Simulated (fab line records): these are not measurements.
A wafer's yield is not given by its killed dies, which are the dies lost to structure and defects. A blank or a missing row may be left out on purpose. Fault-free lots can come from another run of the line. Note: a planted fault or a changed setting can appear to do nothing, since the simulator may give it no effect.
Which tool did it? | flow sfqLine | Sampling: 7 lots, 19 wafers, 2 of 325 route steps

== WHAT EACH GAUGE READ, for each wafer ==
SFQ_C5_OVL_MEAS_937.
lot  | measured     | on         | C5_OVL (nm)
L683 | day 70 02:52 | overlay-02 | -3 -4 1
L686 | day 70 13:48 | overlay-01 | 6 6 1
L688 | day 70 16:12 | overlay-01 | -10 -11 -12
L692 | day 72 21:46 | overlay-01 | -2 8 9
L698 | day 74 13:58 | overlay-02 | 4 -1
L701 | day 77 11:04 | overlay-02 | -1 -12
L704 | day 78 18:31 | overlay-02 | 1 4 3

== WHICH TOOL RAN EACH LOT (tool, then ch and the chambers of the sampled wafers, then the start) ==
lot  | SFQ_TRILAYER_M2_ETCH_METAL_ETCH_060
L683 | rieMetal-04 ch 0,1, day 22 19:50
L686 | rieMetal-03 ch 0,1, day 24 19:11
L688 | rieMetal-03 ch 0,1, day 25 19:19
L692 | rieMetal-01 ch 0,1, day 27 15:34
L698 | rieMetal-04 ch 0,1, day 30 05:40
L701 | rieMetal-03 ch 0,1, day 30 20:02
L704 | rieMetal-04 ch 0,1, day 31 06:58
- SFQ_TRILAYER_M2_ETCH_METAL_ETCH_060: etches Nb in Cl2/Ar, stops on SiO2, target depth 240 nm, time 120 s.

== THE ANSWER, worked out from the rows above alone ==
Rule: what is usual is taken from the lots themselves. Put in order of their means at a reading, lots are off if they are a third of the lots or fewer, leave a main group of 4 or more, and stand apart from it by a gap of 3 or more times the standard deviation of the main group's means; of several such gaps the widest counts. The tables above print the reading to a certain number of digits; a main group whose means all agree to those digits is not used. Also off: a lot with no number at a reading for which 4 or more lots have one. Any other lot the step has rows for is counted as sound.
Nothing can be told from this: no lot is off at any reading shown.

== WHAT THE SIMULATOR HAD PUT IN ==
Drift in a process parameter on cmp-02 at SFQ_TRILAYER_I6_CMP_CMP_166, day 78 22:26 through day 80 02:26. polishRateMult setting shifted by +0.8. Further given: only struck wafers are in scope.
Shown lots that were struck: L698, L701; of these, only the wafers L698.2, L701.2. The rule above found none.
